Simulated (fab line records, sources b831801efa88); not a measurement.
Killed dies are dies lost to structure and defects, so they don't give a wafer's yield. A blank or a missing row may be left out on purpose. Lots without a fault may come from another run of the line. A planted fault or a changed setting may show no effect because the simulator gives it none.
fab line records | flow gf180mcu
record lots=5 wafers=15 last_day=34
route steps=602 shown NSD@241 PSD@248 SAB@264 SALICIDE@278
lots that met no fault: from a run of the same line without faults
start_h: hours from the record's first day to the start of the lot's first wafer shown | wait_h: hours since the lot's step before | " the same as in the row above | L1.1+2: a row that stands for several wafers | - no value, or no start given | * or withheld: withheld | < > ~ a bound
route shown NAME@n: a module of which the file shows steps, and the number in the route of the first | usual: mean/standard deviation of fault-free wafers | same: alike in all rows | chamber/n: place in a boat | sites: the reading at each site | _std_site: their standard deviation | _edge_site: outer sites' mean less inner sites' | radius_mm: how far each site lies from the wafer's centre | mask NAME#n: copy n | behind: the tool/chamber that last shaped the wafer | hold: why the lot was held/for how many hours/how that ended | device: the transistor (n, p or np) that didn't switch | end of line: the same wafers' tests at the end of the route | a step without rows: its recipe alone | killed: dies lost to structure and defects at the first sort, not the wafer's yield | map: a wafer's dies, x killed, . not, _ none there
set.NAME: the setting as run; set.NAME@STEP: as run at that earlier step | model.NAME: the simulator's own value behind a step, which no gauge read
lots at some steps of the route; a table a step, a row a wafer
services: from which hour (start_h, from the record's first day; less than 0 if before it) a tool's chamber was out of use, for how many hours, and why
## steps
# step GF_NSD_DEVELOP_06
# recipe develop_time_s=60 dev_temp_c=23
# columns lot.wafer tool chamber start_h wait_h
L081.2+3+5 litho_track-02 0 349.32 0.1
L085.2+3+5 litho_track-01 0 386.10 0.1
L089.3+4+6 litho_track-02 0 420.60 0.1
L090.1+4+6 litho_track-01 0 427.53 0.1
L097.1+3+5 litho_track-01 0 487.28 0.1
# step GF_NSD_CD_MEAS_07
# recipe target_cd_nm=400
# usual cd_nm=400.5/2.4
# columns lot.wafer tool chamber start_h wait_h cd_nm
L081.2 cd_sem-02 - 349.47 0.1 397.5
L081.3 " - " " 400.7
L081.5 " - " " 401.2
L085.2 cd_sem-02 - 386.25 0.1 401.7
L085.3 " - " " 400.7
L085.5 " - " " 402.0
L089.3 cd_sem-01 - 420.74 0.1 402.3
L089.4 " - " " 402.3
L089.6 " - " " 400.9
L090.1 cd_sem-02 - 427.68 0.1 405.7
L090.4 " - " " 405.2
L090.6 " - " " 405.3
L097.1 cd_sem-02 - 487.43 0.1 397.7
L097.3 " - " " 397.5
L097.5 " - " " 401.0
# step GF_NSD_OVL_MEAS_08
# usual NSD_OVL=-0.5/1.3
# columns lot.wafer tool chamber start_h wait_h NSD_OVL[nm]
L081.2 overlay-02 - 349.58 0.1 -0.9
L081.3 " - " " -1.9
L081.5 " - " " -1.5
L085.2 overlay-02 - 386.35 0.1 -1.0
L085.3 " - " " 0.4
L085.5 " - " " -3.2
L089.3 overlay-01 - 420.83 0.1 -1.4
L089.4 " - " " -1.9
L089.6 " - " " -2.1
L090.1 overlay-01 - 427.80 0.1 -0.1
L090.4 " - " " -0.3
L090.6 " - " " -2.3
L097.1 overlay-01 - 487.55 0.1 -1.8
L097.3 " - " " -1.8
L097.5 " - " " -2.1
# step GF_NSD_IMPLANT_09
# recipe species=As energy_kev=60.85 dose_cm2=4e+15 tilt_deg=7
# usual beam_on_s=19.5/2.6
# columns lot.wafer tool chamber start_h wait_h beam_on_s
L081.2 implanter-02 0 349.63 0.0 16.9
L081.3 " 0 " " 16.8
L081.5 " 0 " " 17.1
L085.2 implanter-04 0 386.41 0.0 22.3
L085.3 " 0 " " 23.2
L085.5 " 0 " " 23.3
L089.3 implanter-01 0 420.90 0.1 18.2
L089.4 " 0 " " 18.3
L089.6 " 0 " " 18.2
L090.1 implanter-02 0 427.83 0.0 17.5
L090.4 " 0 " " 17.3
L090.6 " 0 " " 17.7
L097.1 implanter-04 0 487.58 0.0 22.6
L097.3 " 0 " " 22.4
L097.5 " 0 " " 22.7
# step GF_NSD_IMPLANT_10
# recipe species=P energy_kev=40 dose_cm2=5e+14 tilt_deg=7
# usual beam_on_s=10.02/0.18
# columns lot.wafer tool chamber start_h wait_h beam_on_s
L081.2 implanter-02 0 349.78 0.1 10.31
L081.3 " 0 " " 9.88
L081.5 " 0 " " 9.86
L085.2 implanter-04 0 386.56 0.1 9.99
L085.3 " 0 " " 9.95
L085.5 " 0 " " 10.05
L089.3 implanter-01 0 421.05 0.1 10.19
L089.4 " 0 " " 9.80
L089.6 " 0 " " 9.85
L090.1 implanter-02 0 427.98 0.1 10.34
L090.4 " 0 " " 10.02
L090.6 " 0 " " 9.81
L097.1 implanter-04 0 487.73 0.1 9.88
L097.3 " 0 " " 10.18
L097.5 " 0 " " 10.04
# step GF_NSD_STRIP_11
# recipe chemistry=O2/N2 power_w=1400 pressure_mtorr=1500 platen_temp_c=250 o2_flow_sccm=3000 n2_flow_sccm=300 overash_fraction=0.5
# usual drypump_motor_current_A=5.6/0.55 heater_power_w=359/40 oes_product_au=0.485/0.0042 strip_time_to_endpoint_s=23.08/0.031
# columns lot.wafer tool chamber start_h wait_h drypump_motor_current_A heater_power_w oes_product_au rf_hours_counter_h strip_time_to_endpoint_s
L081.2 plasma_asher-04 1 349.91 0.1 5.9 343 0.486 69 23.09
L081.3 " 0 " " 5.3 327 0.488 - 23.10
L081.5 " 1 " " 5.9 331 0.490 - 23.10
L085.2 plasma_asher-01 0 386.68 0.1 6.5 383 0.485 75 23.12
L085.3 " 1 " " 5.7 360 0.481 - 23.11
L085.5 " 1 " " 5.7 352 0.483 - 23.11
L089.3 plasma_asher-04 0 421.19 0.1 5.3 332 0.494 - 23.05
L089.4 " 1 " " 5.8 338 0.482 - 23.07
L089.6 " 0 " " 5.3 321 0.484 - 23.08
L090.1 plasma_asher-03 1 428.13 0.1 5.7 313 0.485 34 23.09
L090.4 " 1 " " 5.7 322 0.488 - 23.07
L090.6 " 0 " " 4.7 429 0.479 - 23.08
L097.1 plasma_asher-04 1 487.88 0.1 5.9 347 0.481 6 23.04
L097.3 " 1 " " 5.8 344 0.488 - 23.06
L097.5 " 1 " " 5.9 347 0.484 - 23.05
# step GF_NSD_TW_MEAS_12
# usual NSD_TW=4238/43
# columns lot.wafer tool chamber start_h wait_h NSD_TW
L081.2 film_metro-02 - 350.02 0.1 4213
L081.3 " - " " 4218
L081.5 " - " " 4224
L085.2 film_metro-01 - 386.79 0.1 4200
L085.3 " - " " 4166
L085.5 " - " " 4182
L089.3 film_metro-02 - 421.27 0.1 4198
L089.4 " - " " 4211
L089.6 " - " " 4220
L090.1 film_metro-03 - 428.23 0.1 4268
L090.4 " - " " 4265
L090.6 " - " " 4277
L097.1 film_metro-01 - 487.98 0.1 4232
L097.3 " - " " 4215
L097.5 " - " " 4202
# step GF_PSD_DEHYDRATE_00
# recipe temp_c=200 time_s=60
# columns lot.wafer tool chamber start_h wait_h
L081.2+3+5 litho_track-04 0 360.07 10.0
L085.2+3+5 litho_track-01 0 397.45 10.6
L089.3+4+6 litho_track-04 0 432.64 11.4
L090.1+4+6 litho_track-04 0 439.99 11.7
L097.1+3+5 litho_track-04 0 499.44 11.4
# step GF_PSD_HMDS_01
# recipe prime_time_s=60 prime_temp_c=120
# columns lot.wafer tool chamber start_h wait_h
L081.2+3+5 litho_track-04 0 360.22 0.1
L085.2+3+5 litho_track-01 0 397.60 0.1
L089.3+4+6 litho_track-04 0 432.79 0.1
L090.1+4+6 litho_track-04 0 440.14 0.1
L097.1+3+5 litho_track-04 0 499.59 0.1
# step GF_PSD_COAT_02
# recipe resist=NOVOLAK spin_rpm=3000 resist_thk_nm=1000
# columns lot.wafer tool chamber start_h wait_h
L081.2+3+5 litho_track-04 0 360.37 0.1
L085.2+3+5 litho_track-01 0 397.75 0.1
L089.3+4+6 litho_track-04 0 432.94 0.1
L090.1+4+6 litho_track-04 0 440.29 0.1
L097.1+3+5 litho_track-04 0 499.74 0.1
# step GF_PSD_SOFTBAKE_03
# recipe temp_c=90 time_s=60 resist=NOVOLAK
# columns lot.wafer tool chamber start_h wait_h
L081.2+3+5 litho_track-04 0 360.52 0.1
L085.2+3+5 litho_track-01 0 397.90 0.1
L089.3+4+6 litho_track-04 0 433.09 0.1
L090.1+4+6 litho_track-04 0 440.44 0.1
L097.1+3+5 litho_track-04 0 499.89 0.1
# step GF_PSD_EXPOSE_04
# recipe mask_id=Pplus target_cd_nm=400 na=0.6 source_shape=conventional sigma_outer=0.6 dose_mj=140
# columns lot.wafer tool chamber start_h wait_h mask
L081.2+3+5 iline_stepper-02 0 - - Pplus#0
L085.2+3+5 iline_stepper-01 0 - - Pplus#0
L089.3+4+6 iline_stepper-02 0 - - Pplus#0
L090.1+4+6 iline_stepper-02 0 - - Pplus#0
L097.1+3+5 iline_stepper-01 0 - - Pplus#0
# step GF_PSD_PEB_05
# recipe temp_c=withheld time_s=* resist=NOVOLAK
# columns lot.wafer tool chamber start_h wait_h
L081.2+3+5 litho_track-01 0 - -
L085.2+3+5 litho_track-03 0 - -
L089.3+4+6 litho_track-04 0 - -
L090.1+4+6 litho_track-04 0 - -
L097.1+3+5 litho_track-04 0 - -
# step GF_PSD_DEVELOP_06
# recipe develop_time_s=60 dev_temp_c=23
# columns lot.wafer tool chamber start_h wait_h
L081.2+3+5 litho_track-01 0 371.65 0.1
L085.2+3+5 litho_track-03 0 409.12 0.1
L089.3+4+6 litho_track-04 0 445.09 0.1
L090.1+4+6 litho_track-04 0 452.34 0.1
L097.1+3+5 litho_track-04 0 510.94 0.1
# step GF_PSD_CD_MEAS_07
# recipe target_cd_nm=400
# usual cd_nm=400.1/2.4
# columns lot.wafer tool chamber start_h wait_h cd_nm
L081.2 cd_sem-01 - 371.80 0.1 402.8
L081.3 " - " " 400.5
L081.5 " - " " 400.4
L085.2 cd_sem-01 - 409.26 0.1 400.4
L085.3 " - " " 400.4
L085.5 " - " " 398.9
L089.3 cd_sem-01 - 445.23 0.1 402.4
L089.4 " - " " 400.0
L089.6 " - " " 403.8
L090.1 cd_sem-01 - 452.49 0.1 399.7
L090.4 " - " " 398.7
L090.6 " - " " 398.0
L097.1 cd_sem-01 - 511.09 0.1 395.3
L097.3 " - " " 396.1
L097.5 " - " " 396.8
# step GF_PSD_OVL_MEAS_08
# usual PSD_OVL=-0.6/1.3
# columns lot.wafer tool chamber start_h wait_h PSD_OVL[nm]
L081.2 overlay-01 - 371.90 0.1 2.6
L081.3 " - " " -1.0
L081.5 " - " " 1.0
L085.2 overlay-02 - 409.37 0.1 -1.3
L085.3 " - " " 1.4
L085.5 " - " " -1.5
L089.3 overlay-02 - 445.32 0.1 -0.8
L089.4 " - " " -1.8
L089.6 " - " " -1.4
L090.1 overlay-02 - 452.61 0.1 -2.0
L090.4 " - " " -1.2
L090.6 " - " " -2.1
L097.1 overlay-01 - 511.21 0.1 -0.3
L097.3 " - " " 0.3
L097.5 " - " " -1.0
# step GF_PSD_IMPLANT_09
# recipe species=BF2 energy_kev=40 dose_cm2=1.5e+15 tilt_deg=7
# usual beam_on_s=10.02/0.21
# columns lot.wafer tool chamber start_h wait_h beam_on_s
L081.2 implanter-04 0 371.96 0.0 10.52
L081.3 " 0 " " 9.90
L081.5 " 0 " " 10.18
L085.2 implanter-01 0 409.42 0.0 10.01
L085.3 " 0 " " 9.75
L085.5 " 0 " " 10.04
L089.3 implanter-04 0 445.40 0.1 10.01
L089.4 " 0 " " 10.66
L089.6 " 0 " " 10.07
L090.1 implanter-01 0 452.65 0.0 9.74
L090.4 " 0 " " 10.13
L090.6 " 0 " " 9.95
L097.1 implanter-04 0 511.25 0.0 10.03
L097.3 " 0 " " 10.08
L097.5 " 0 " " 9.68
# step GF_PSD_STRIP_10
# recipe chemistry=O2/N2 power_w=1400 pressure_mtorr=1500 platen_temp_c=250 o2_flow_sccm=3000 n2_flow_sccm=300 overash_fraction=0.5
# usual drypump_motor_current_A=5.7/0.43 heater_power_w=364/19 oes_product_au=0.593/0.0045 strip_time_to_endpoint_s=16.52/0.037
# columns lot.wafer tool chamber start_h wait_h drypump_motor_current_A heater_power_w oes_product_au rf_hours_counter_h strip_time_to_endpoint_s
L081.2 plasma_asher-02 0 372.08 0.1 5.2 387 0.595 58 16.49
L081.3 " 1 " " 5.6 358 0.590 - 16.49
L081.5 " 1 " " 5.6 359 0.596 - 16.46
L085.2 plasma_asher-04 0 409.55 0.1 5.3 325 0.588 76 16.48
L085.3 " 1 " " 5.8 335 0.591 - 16.53
L085.5 " 0 " " 5.3 329 0.588 - 16.48
L089.3 plasma_asher-02 1 445.53 0.1 5.6 359 0.598 - 16.57
L089.4 " 0 " " 5.3 394 0.593 - 16.52
L089.6 " 0 " " 5.3 384 0.597 - 16.52
L090.1 plasma_asher-01 0 452.80 0.1 6.5 385 0.597 79 16.59
L090.4 " 0 " " 6.5 383 0.591 - 16.58
L090.6 " 1 " " 5.7 357 0.592 - 16.58
L097.1 plasma_asher-01 1 511.40 0.1 5.7 358 0.594 85 16.53
L097.3 " 1 " " 5.6 355 0.593 - 16.53
L097.5 " 1 " " 5.7 359 0.595 - 16.51
# step GF_PSD_TW_MEAS_11
# usual PSD_TW=3156/30
# columns lot.wafer tool chamber start_h wait_h PSD_TW
L081.2 film_metro-01 - 372.19 0.1 3151
L081.3 " - " " 3132
L081.5 " - " " 3144
L085.2 film_metro-01 - 409.66 0.1 3148
L085.3 " - " " 3122
L085.5 " - " " 3122
L089.3 film_metro-03 - 445.62 0.1 3199
L089.4 " - " " 3204
L089.6 " - " " 3205
L090.1 film_metro-03 - 452.90 0.1 3199
L090.4 " - " " 3204
L090.6 " - " " 3189
L097.1 film_metro-02 - 511.50 0.1 3156
L097.3 " - " " 3158
L097.5 " - " " 3153
# step GF_PSD_CLEAN_12
# recipe chemistry=SC1/SC2 mix=1:4:20 temp_c=70 time_s=150 dry=n2_spin
# columns lot.wafer tool chamber start_h wait_h
L081.2+3+5 wet_bench-04 0 372.24 0.0
L085.2+3+5 wet_bench-01 2 409.71 0.0
L089.3+4+6 wet_bench-01 2 445.66 0.0
L090.1+4+6 wet_bench-02 1 452.96 0.1
L097.1+3+5 wet_bench-02 0 511.56 0.1
# step GF_PSD_RTA_13
# recipe temp_c=1025 time_s=20 ambient=N2
# usual lamp_power_pct=34.49/0.2 wafer_temp_C_max=1028.3/0.83
# columns lot.wafer tool chamber start_h wait_h lamp_power_pct wafer_temp_C_max
L081.2 rtp_anneal-02 0 372.31 0.0 34.22 1028.6
L081.3 " 0 " " 34.22 1028.6
L081.5 " 0 " " 34.21 1029.5
L085.2 rtp_anneal-01 0 409.77 0.0 34.63 1027.3
L085.3 " 0 " " 34.66 1028.2
L085.5 " 0 " " 34.63 1028.2
L089.3 rtp_anneal-02 0 445.73 0.0 34.22 1029.8
L089.4 " 0 " " 34.21 1026.9
L089.6 " 0 " " 34.23 1027.3
L090.1 rtp_anneal-02 0 453.06 0.0 34.21 1028.3
L090.4 " 0 " " 34.23 1030.6
L090.6 " 0 " " 34.22 1030.5
L097.1 rtp_anneal-02 0 511.62 0.0 34.23 1028.7
L097.3 " 0 " " 34.22 1029.4
L097.5 " 0 " " 34.26 1027.5
# step GF_PSD_RS_MEAS_14
# recipe thk_meas_gauge=four-point-probe
# usual NSD_RS=45.90/0.095
# columns lot.wafer tool chamber start_h wait_h NSD_RS[ohm/sq]
L081.2 film_metro-01 - 372.40 0.1 45.91
L081.3 " - " " 45.76
L081.5 " - " " 45.80
L085.2 film_metro-01 - 409.86 0.1 45.96
L085.3 " - " " 46.09
L085.5 " - " " 45.95
L089.3 film_metro-03 - 445.83 0.1 45.94
L089.4 " - " " 45.76
L089.6 " - " " 45.76
L090.1 film_metro-01 - 453.14 0.1 45.94
L090.4 " - " " 45.94
L090.6 " - " " 45.83
L097.1 film_metro-01 - 511.70 0.1 45.99
L097.3 " - " " 45.83
L097.5 " - " " 45.97
# step GF_PSD_RS_MEAS_15
# recipe thk_meas_gauge=four-point-probe
# usual PSD_RS=108.63/0.29
# columns lot.wafer tool chamber start_h wait_h PSD_RS[ohm/sq]
L081.2 film_metro-01 - 372.52 0.1 108.66
L081.3 " - " " 108.03
L081.5 " - " " 108.30
L085.2 film_metro-01 - 409.98 0.1 109.18
L085.3 " - " " 109.23
L085.5 " - " " 108.83
L089.3 film_metro-03 - 445.95 0.1 108.49
L089.4 " - " " 108.65
L089.6 " - " " 108.51
L090.1 film_metro-01 - 453.26 0.1 108.69
L090.4 " - " " 108.43
L090.6 " - " " 108.37
L097.1 film_metro-01 - 511.82 0.1 108.70
L097.3 " - " " 108.46
L097.5 " - " " 108.46
# step GF_SAB_CVD_00
# recipe material=SiO2 target_thk_nm=50 precursor=TEOS temp_c=400 time_s=4.9302 rf_w=613.8
# usual heater_power_w=667/59
# columns lot.wafer tool chamber start_h wait_h heater_power_w
L081.2 pecvd-01 0 372.62 0.1 657
L081.3 " 1 " " 681
L081.5 " 0 " " 649
L085.2 pecvd-01 1 410.08 0.1 542
L085.3 " 0 " " 723
L085.5 " 2 " " 636
L089.3 pecvd-01 0 446.03 0.1 768
L089.4 " 1 " " 675
L089.6 " 0 " " 747
L090.1 pecvd-02 0 453.38 0.1 818
L090.4 " 1 " " 699
L090.6 " 0 " " 789
L097.1 pecvd-02 0 511.94 0.1 710
L097.3 " 2 " " 681
L097.5 " 0 " " 727
# step GF_SAB_THK_MEAS_01
# recipe reads=SiO2_of_SAB_CVD_00
# usual SAB_CVD_00_THK=50.3/0.83
# columns lot.wafer tool chamber start_h wait_h SAB_CVD_00_THK[nm]
L081.2 film_metro-03 - 372.65 0.0 49.1
L081.3 " - " " 49.8
L081.5 " - " " 50.0
L085.2 film_metro-01 - 410.11 0.0 50.3
L085.3 " - " " 49.9
L085.5 " - " " 50.5
L089.3 film_metro-04 - 446.07 0.0 50.2
L089.4 " - " " 51.1
L089.6 " - " " 50.4
L090.1 film_metro-04 - 453.40 0.0 49.6
L090.4 " - " " 50.8
L090.6 " - " " 49.8
L097.1 film_metro-03 - 511.96 0.0 49.5
L097.3 " - " " 51.6
L097.5 " - " " 50.3
# step GF_SAB_DEHYDRATE_02
# recipe temp_c=200 time_s=60
# columns lot.wafer tool chamber start_h wait_h
L081.2+3+5 litho_track-02 0 383.37 10.7
L085.2+3+5 litho_track-03 0 421.67 11.5
L089.3+4+6 litho_track-04 0 457.54 11.5
L090.1+4+6 litho_track-02 0 465.10 11.7
L097.1+3+5 litho_track-02 0 522.90 10.9
# step GF_SAB_HMDS_03
# recipe prime_time_s=60 prime_temp_c=120
# columns lot.wafer tool chamber start_h wait_h
L081.2+3+5 litho_track-02 0 383.52 0.1
L085.2+3+5 litho_track-03 0 421.82 0.1
L089.3+4+6 litho_track-04 0 457.69 0.1
L090.1+4+6 litho_track-02 0 465.25 0.1
L097.1+3+5 litho_track-02 0 523.05 0.1
# step GF_SAB_COAT_04
# recipe resist=NOVOLAK spin_rpm=3000 resist_thk_nm=1000
# columns lot.wafer tool chamber start_h wait_h
L081.2+3+5 litho_track-02 0 383.67 0.1
L085.2+3+5 litho_track-03 0 421.97 0.1
L089.3+4+6 litho_track-04 0 457.84 0.1
L090.1+4+6 litho_track-02 0 465.40 0.1
L097.1+3+5 litho_track-02 0 523.20 0.1
# step GF_SAB_SOFTBAKE_05
# recipe temp_c=90 time_s=60 resist=NOVOLAK
# columns lot.wafer tool chamber start_h wait_h
L081.2+3+5 litho_track-02 0 383.82 0.1
L085.2+3+5 litho_track-03 0 422.12 0.1
L089.3+4+6 litho_track-04 0 457.99 0.1
L090.1+4+6 litho_track-02 0 465.55 0.1
L097.1+3+5 litho_track-02 0 523.35 0.1
# step GF_SAB_EXPOSE_06
# recipe mask_id=SAB target_cd_nm=420 na=0.6 source_shape=conventional sigma_outer=0.6 dose_mj=140
# columns lot.wafer tool chamber start_h wait_h mask
L081.2+3+5 iline_stepper-01 0 - - SAB#0
L085.2+3+5 iline_stepper-01 0 - - SAB#0
L089.3+4+6 iline_stepper-01 0 - - SAB#0
L090.1+4+6 iline_stepper-01 0 - - SAB#0
L097.1+3+5 iline_stepper-01 0 - - SAB#0
# step GF_SAB_PEB_07
# recipe temp_c=withheld time_s=* resist=NOVOLAK
# columns lot.wafer tool chamber start_h wait_h
L081.2+3+5 litho_track-04 0 - -
L085.2+3+5 litho_track-04 0 - -
L089.3+4+6 litho_track-03 0 - -
L090.1+4+6 litho_track-04 0 - -
L097.1+3+5 litho_track-04 0 - -
# step GF_SAB_DEVELOP_08
# recipe develop_time_s=60 dev_temp_c=23
# columns lot.wafer tool chamber start_h wait_h
L081.2+3+5 litho_track-04 0 394.87 0.1
L085.2+3+5 litho_track-04 0 433.72 0.1
L089.3+4+6 litho_track-03 0 470.09 0.1
L090.1+4+6 litho_track-04 0 477.59 0.1
L097.1+3+5 litho_track-04 0 534.19 0.1
# step GF_SAB_CD_MEAS_09
# recipe target_cd_nm=420
# usual cd_nm=420.0/2
# columns lot.wafer tool chamber start_h wait_h cd_nm
L081.2 cd_sem-01 - 395.01 0.1 418.2
L081.3 " - " " 418.5
L081.5 " - " " 419.5
L085.2 cd_sem-02 - 433.86 0.1 418.1
L085.3 " - " " 419.1
L085.5 " - " " 419.9
L089.3 cd_sem-02 - 470.25 0.1 421.0
L089.4 " - " " 421.4
L089.6 " - " " 420.0
L090.1 cd_sem-01 - 477.74 0.1 417.0
L090.4 " - " " 418.7
L090.6 " - " " 416.7
L097.1 cd_sem-01 - 534.34 0.1 418.5
L097.3 " - " " 420.2
L097.5 " - " " 419.2
# step GF_SAB_OVL_MEAS_10
# usual SAB_OVL=0.6/1.4
# columns lot.wafer tool chamber start_h wait_h SAB_OVL[nm]
L081.2 overlay-02 - 395.12 0.1 1.2
L081.3 " - " " 3.2
L081.5 " - " " 0.4
L085.2 overlay-01 - 433.97 0.1 -0.5
L085.3 " - " " 0.1
L085.5 " - " " -0.9
L089.3 overlay-02 - 470.34 0.1 0.0
L089.4 " - " " 2.6
L089.6 " - " " 2.2
L090.1 overlay-01 - 477.86 0.1 0.4
L090.4 " - " " 1.9
L090.6 " - " " 1.4
L097.1 overlay-01 - 534.46 0.1 2.6
L097.3 " - " " 2.0
L097.5 " - " " 1.8
# step GF_SAB_ETCH_11
# recipe chemistry=C4F8/O2/Ar mask_material=NOVOLAK target=SiO2 target_depth_nm=55 source_w=1500 bias_w=1200 pressure_mtorr=40 c4f8_flow_sccm=withheld O2_flow_sccm=6 Ar_flow_sccm=300 time_s=8.5
# usual oes_product_au=1.001/0.018
# columns lot.wafer tool chamber start_h wait_h oes_product_au rf_hours_counter_h
L081.2 rie_diel-04 0 395.15 0.0 0.997 14
L081.3 " 2 " " 0.982 1
L081.5 " 0 " " 0.998 -
L085.2 rie_diel-03 2 434.00 0.0 0.985 2
L085.3 " 3 " " 0.995 8
L085.5 " 1 " " 0.999 -
L089.3 rie_diel-03 0 470.37 0.0 0.974 26
L089.4 " 2 " " 0.976 3
L089.6 " 2 " " 0.988 -
L090.1 rie_diel-03 3 477.90 0.0 1.016 9
L090.4 " 2 " " 1.002 3
L090.6 " 3 " " 1.008 -
L097.1 rie_diel-01 3 534.50 0.0 1.012 18
L097.3 " 1 " " 1.029 33
L097.5 " 3 " " 1.013 -
# step GF_SAB_WET_ETCH_12
# recipe chemistry=dHF target_depth_nm=22 dry=n2_spin target=SiO2 temp_c=25 dilution=100:1 time_s=440
# columns lot.wafer tool chamber start_h wait_h
L081.2+3+5 wet_bench-02 2 395.17 0.0
L085.2+3+5 wet_bench-02 1 434.02 0.0
L089.3+4+6 wet_bench-03 2 470.39 0.0
L090.1+4+6 wet_bench-04 1 477.92 0.0
L097.1+3+5 wet_bench-02 1 534.52 0.0
# step GF_SAB_STRIP_13
# recipe chemistry=O2/N2 power_w=1400 pressure_mtorr=1500 platen_temp_c=250 o2_flow_sccm=3000 n2_flow_sccm=300 overash_fraction=0.5
# usual drypump_motor_current_A=5.5/0.47 heater_power_w=372/35 oes_product_au=0.710/0.0045 strip_time_to_endpoint_s=12.62/0.039
# columns lot.wafer tool chamber start_h wait_h drypump_motor_current_A heater_power_w oes_product_au rf_hours_counter_h strip_time_to_endpoint_s
L081.2 plasma_asher-02 0 395.30 0.0 5.3 388 0.703 60 12.68
L081.3 " 1 " " 5.6 371 0.703 - 12.64
L081.5 " 0 " " 5.3 376 0.708 - 12.67
L085.2 plasma_asher-02 0 434.15 0.0 5.3 378 0.711 65 12.60
L085.3 " 0 " " 5.3 373 0.700 - 12.57
L085.5 " 1 " " 5.6 365 0.712 - 12.58
L089.3 plasma_asher-03 1 470.55 0.0 5.7 321 0.708 - 12.61
L089.4 " 0 " " 4.7 445 0.712 - 12.63
L089.6 " 1 " " 5.7 318 0.713 - 12.61
L090.1 plasma_asher-02 1 478.05 0.0 5.6 361 0.707 69 12.65
L090.4 " 1 " " 5.6 369 0.713 - 12.68
L090.6 " 0 " " 5.3 383 0.722 - 12.64
L097.1 plasma_asher-01 0 534.65 0.0 6.5 379 0.714 87 12.61
L097.3 " 0 " " 6.5 381 0.712 - 12.60
L097.5 " 1 " " 5.6 347 0.715 - 12.63
# step GF_SALICIDE_CLEAN_00
# recipe chemistry=SC1/SC2 mix=1:4:20 temp_c=70 time_s=150
# columns lot.wafer tool chamber start_h wait_h
L081.2+3+5 wet_bench-01 3 395.40 0.1
L085.2+3+5 wet_bench-01 2 434.25 0.1
L089.3+4+6 wet_bench-01 3 470.62 0.0
L090.1+4+6 wet_bench-01 2 478.15 0.1
L097.1+3+5 wet_bench-01 1 534.75 0.1
# step GF_SALICIDE_WET_ETCH_01
# recipe chemistry=dHF target_depth_nm=5 dry=ipa_marangoni target=SiO2 temp_c=25 dilution=100:1 time_s=100
# columns lot.wafer tool chamber start_h wait_h
L081.2+3+5 wet_bench-02 2 395.45 0.0
L085.2+3+5 wet_bench-03 0 434.30 0.0
L089.3+4+6 wet_bench-01 0 470.67 0.0
L090.1+4+6 wet_bench-02 0 478.20 0.0
L097.1+3+5 wet_bench-03 3 534.80 0.0
# step GF_SALICIDE_SPUTTER_02
# recipe material=Co target_thk_nm=10 power_w=1000 time_s=20 chamber_pressure_pa=0.4
# usual throttle_valve_pct=30.0/0.88
# columns lot.wafer tool chamber start_h wait_h throttle_valve_pct
L081.2 pvd_sputter-03 - 395.49 0.0 30.0
L081.3 " - " " 30.2
L081.5 " - " " 29.9
L085.2 pvd_sputter-02 - 434.34 0.0 30.3
L085.3 " - " " 29.4
L085.5 " - " " 30.6
L089.3 pvd_sputter-01 - 470.70 0.0 29.5
L089.4 " - " " 29.5
L089.6 " - " " 29.4
L090.1 pvd_sputter-03 - 478.24 0.0 30.0
L090.4 " - " " 29.7
L090.6 " - " " 29.9
L097.1 pvd_sputter-01 - 534.83 0.0 29.4
L097.3 " - " " 29.5
L097.5 " - " " 29.9
# step GF_SALICIDE_SPUTTER_03
# recipe material=TiN target_thk_nm=20 power_w=6500 time_s=16.7 chamber_pressure_pa=0.4
# usual throttle_valve_pct=30.0/0.86
# columns lot.wafer tool chamber start_h wait_h throttle_valve_pct
L081.2 pvd_sputter-03 - 395.52 0.0 30.1
L081.3 " - " " 30.3
L081.5 " - " " 30.1
L085.2 pvd_sputter-02 - 434.36 0.0 30.2
L085.3 " - " " 29.3
L085.5 " - " " 30.5
L089.3 pvd_sputter-01 - 470.73 0.0 29.4
L089.4 " - " " 29.5
L089.6 " - " " 29.4
L090.1 pvd_sputter-03 - 478.27 0.0 30.1
L090.4 " - " " 29.5
L090.6 " - " " 29.8
L097.1 pvd_sputter-01 - 534.86 0.0 29.5
L097.3 " - " " 29.4
L097.5 " - " " 29.5
# step GF_SALICIDE_RS_MEAS_04
# recipe thk_meas_gauge=four-point-probe reads=TiN_of_SALICIDE_SPUTTER_03+Co_of_SALICIDE_SPUTTER_02
# usual SALICIDE_TIN_RS=16.4/0.31
# columns lot.wafer tool chamber start_h wait_h SALICIDE_TIN_RS[ohm/sq]
L081.2 film_metro-02 - 395.56 0.0 16.5
L081.3 " - " " 16.7
L081.5 " - " " 16.6
L085.2 film_metro-03 - 434.41 0.0 16.4
L085.3 " - " " 16.1
L085.5 " - " " 16.4
L089.3 film_metro-04 - 470.80 0.1 16.9
L089.4 " - " " 17.0
L089.6 " - " " 16.9
L090.1 film_metro-02 - 478.29 0.0 16.6
L090.4 " - " " 16.3
L090.6 " - " " 16.5
L097.1 film_metro-03 - 534.89 0.0 16.6
L097.3 " - " " 16.0
L097.5 " - " " 16.6
# step GF_SALICIDE_THK_MEAS_05
# recipe thk_meas_gauge=xrf reads=TiN_of_SALICIDE_SPUTTER_03
# usual SALICIDE_TIN_THK=20.1/0.31
# columns lot.wafer tool chamber start_h wait_h SALICIDE_TIN_THK[nm]
L081.2 film_metro-02 - 395.67 0.1 20.1
L081.3 " - " " 19.9
L081.5 " - " " 19.8
L085.2 film_metro-03 - 434.52 0.1 20.2
L085.3 " - " " 19.5
L085.5 " - " " 20.1
L089.3 film_metro-04 - 470.90 0.1 19.9
L089.4 " - " " 20.0
L089.6 " - " " 20.1
L090.1 film_metro-02 - 478.41 0.1 19.6
L090.4 " - " " 19.3
L090.6 " - " " 19.7
L097.1 film_metro-03 - 535.01 0.1 20.1
L097.3 " - " " 20.6
L097.5 " - " " 20.3
## services
# columns tool chamber start_h hours kind
rtp_anneal-02 - 337.94 4.7 pm
plasma_asher-01 - 351.07 2.8 pm
implanter-02 - 359.89 2.7 repair
plasma_asher-02 - 378.81 2.8 pm
rie_diel-03 1 382.24 1.2 repair
pecvd-01 0 384.37 7.8 repair
rie_diel-03 3 389.87 9.8 repair
plasma_asher-01 - 394.80 28.1 pm
implanter-02 - 396.35 3.7 repair
iline_stepper-01 - 407.53 2.1 pm
rie_diel-03 0 408.11 8.5 repair
iline_stepper-02 - 411.37 1.7 pm
plasma_asher-04 - 421.25 9.0 pm
rie_diel-03 - 426.89 4.3 pm
implanter-02 - 436.16 4.3 pm
implanter-04 - 438.53 4.7 repair
pvd_sputter-01 - 438.59 1.9 repair
implanter-04 - 451.05 2.5 repair
pvd_sputter-03 - 453.78 8.7 repair
wet_bench-02 - 466.73 9.4 repair
iline_stepper-01 - 493.24 1.7 pm
iline_stepper-01 - 516.77 2.7 repair
wet_bench-01 - 519.86 1.9 pm
plasma_asher-01 - 523.85 4.6 repair
## key
fault none
